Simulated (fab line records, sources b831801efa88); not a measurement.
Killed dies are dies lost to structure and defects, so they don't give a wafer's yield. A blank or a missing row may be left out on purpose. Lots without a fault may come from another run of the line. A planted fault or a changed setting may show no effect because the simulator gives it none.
One fault seen from 2 desks | flow sfq_line | each desk has only its own numbers; what lay behind them comes last

THE METROLOGY DESK
What the gauges read, lot by lot, whatever tool the lot ran on: means of the sampled wafers that have a number. A lot is out of limits, marked OUT, if its mean lies more than 4 standard deviations from the usual mean; the brackets give that distance.
Columns: A = M0_OVL at SFQ_M0_OVL_MEAS_906, usual -1 nm; B = I0_BOW at SFQ_I0_BOW_MEAS_907, usual 0 um
lot  | first seen here | A  | B
L545 | day 8 08:52     | -4 | -6
L546 | day 8 12:28     | -1 | -10
L547 | day 8 13:40     | 2  | 2
L549 | day 9 04:04     | -0 | -4
L551 | day 9 14:40     | 0  | 3
L553 | day 11 00:31    | -2 | -2
L554 | day 14 14:49    | -2 | 3
L555 | day 15 02:49    | 4  | 10
L556 | day 15 08:48    | 5  | -5
L559 | day 16 09:36    | -1 | -2
L563 | day 17 18:17    | -2 | 4
L565 | day 18 19:54    | 4  | -3
L566 | day 19 01:53    | -9 | 3
L568 | day 19 12:42    | -7 | -3
This desk's finding: nothing out of limits on any of the 14 lots.

THE TOOL OWNER'S DESK: rie_metal-01
The tool's own readings at SFQ_TRILAYER_M2_BARC_OPEN_METAL_ETCH_077 (etches BARC in O2, target depth 125 nm, time 41.7 s): means of the sampled wafers that have a number, for each lot that ran on this tool. A lot is out of limits, marked OUT, if its mean lies more than 4 standard deviations from the usual mean; the brackets give that distance.
Columns: A = bias_w at SFQ_TRILAYER_M2_BARC_OPEN_METAL_ETCH_077, usual 80.01 W; B = drypump_motor_current_A at SFQ_TRILAYER_M2_BARC_OPEN_METAL_ETCH_077, usual 6.01 A; C = oes_product_au at SFQ_TRILAYER_M2_BARC_OPEN_METAL_ETCH_077, usual 0.685 a.u.; D = run_length_s at SFQ_TRILAYER_M2_BARC_OPEN_METAL_ETCH_077, usual 70.20 s
lot  | first seen here | A     | B    | C                | D
L545 | day 31 04:46    | 80.09 | 6.22 | 0.683            | 70.53
L547 | day 31 15:34    | 80.13 | 6.22 | 0.682            | 70.17
L556 | day 34 22:25    | 79.74 | 6.10 | 0.688            | 70.38
L559 | day 36 03:02    | 79.62 | 6.24 | 0.762 (+17) OUT  | 65.49 (-19) OUT
L563 | day 37 09:59    | 79.93 | 6.16 | 0.721 (+8.1) OUT | 67.86 (-9.3) OUT
This desk's finding: out of limits on L559, L563; first on L559, day 36 03:02 (oes_product_au at SFQ_TRILAYER_M2_BARC_OPEN_METAL_ETCH_077). In limits: L545, L547, L556.

PUT TOGETHER
The tool owner's desk could have raised an alarm at day 36 03:02, on L559, L563.
The metrology desk saw nothing out of limits.
The metrology desk has L559, L563 on record, within its limits.
Of the lots named, all ran SFQ_TRILAYER_M2_BARC_OPEN_METAL_ETCH_077 on rie_metal-01.

WHAT THE SIMULATOR HAD PUT IN
Process parameter drift: rie_metal-01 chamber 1, from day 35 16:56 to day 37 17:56, at SFQ_TRILAYER_M2_BARC_OPEN_METAL_ETCH_077. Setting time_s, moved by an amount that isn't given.
Lots struck among those shown: L559, L563.
Hours from the fault's start to each desk's first reading out of limits: the tool owner's desk, 10.
